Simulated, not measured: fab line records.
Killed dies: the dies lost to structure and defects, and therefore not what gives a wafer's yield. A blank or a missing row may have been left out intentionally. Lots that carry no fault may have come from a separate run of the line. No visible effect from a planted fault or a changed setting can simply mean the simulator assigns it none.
2 desks looking at one fault -- flow sky130 -- only its own numbers are on each desk; what lay behind them is given at the end

## AT THE METROLOGY DESK
What the gauges read, lot by lot, whatever tool the lot ran on: means of the sampled wafers that have a number. If a lot's mean is further than 4 standard deviations from the usual mean, the lot is out of limits and carries the mark OUT (the distance appears in the brackets).
Columns: A = VT_ADJUST_PCH_OVL at SKY_VT_ADJUST_PCH_OVL_MEAS_07, usual 0.4 nm; B = VT_ADJUST_PCH_TW at SKY_VT_ADJUST_PCH_TW_MEAS_10, usual 142.2
lot,first seen here,A,B
L449,day 10 15:49,-0.5,143.2
L450,day 10 22:16,1.7,141.7
L451,day 11 04:10,-0.8,141.2
L452,day 11 13:38,0.4,141.8
L453,day 11 19:20,0.4,142.5
L454,day 12 03:05,0.2,140.7
L455,day 12 15:03,1.9,141.2
L460,day 14 04:14,-0.5,142.7
L462,day 14 17:05,0.7,143.3
L463,day 15 12:37,3.5,140.8
L464,day 15 17:52,0.4,141.3
L471,day 17 20:11,-0.0,143.2
Finding of this desk: none of the 12 lots has anything out of limits.

## AT THE TOOL OWNER'S DESK: litho-track-03
The tool's own readings at SKY_PWDE_COAT_02 (resist thk 3000 nm): means of the sampled wafers that have a number, for each lot that ran on this tool. If a lot's mean is further than 4 standard deviations from the usual mean, the lot is out of limits and carries the mark OUT (the distance appears in the brackets).
Columns: A = resist-line-temp-C at SKY_PWDE_COAT_02, usual 23.01 C; B = spin-speed-rpm at SKY_PWDE_COAT_02, usual 2000.1 rpm
lot,first seen here,A,B
L451,day 4 03:29,22.96,1999.1
L452,day 4 10:08,22.84,2000.7
L455,day 5 04:22,23.07,2000.0
L460,day 6 06:53,23.02,2000.6
L471,day 8 21:29,22.99,1999.2
Finding of this desk: none of the 5 lots has anything out of limits.

## ALL TOGETHER
At the metrology desk, nothing out of limits was observed.
Nothing out of limits was seen by the tool owner's desk.

## WHAT THE SIMULATOR HAD INSERTED
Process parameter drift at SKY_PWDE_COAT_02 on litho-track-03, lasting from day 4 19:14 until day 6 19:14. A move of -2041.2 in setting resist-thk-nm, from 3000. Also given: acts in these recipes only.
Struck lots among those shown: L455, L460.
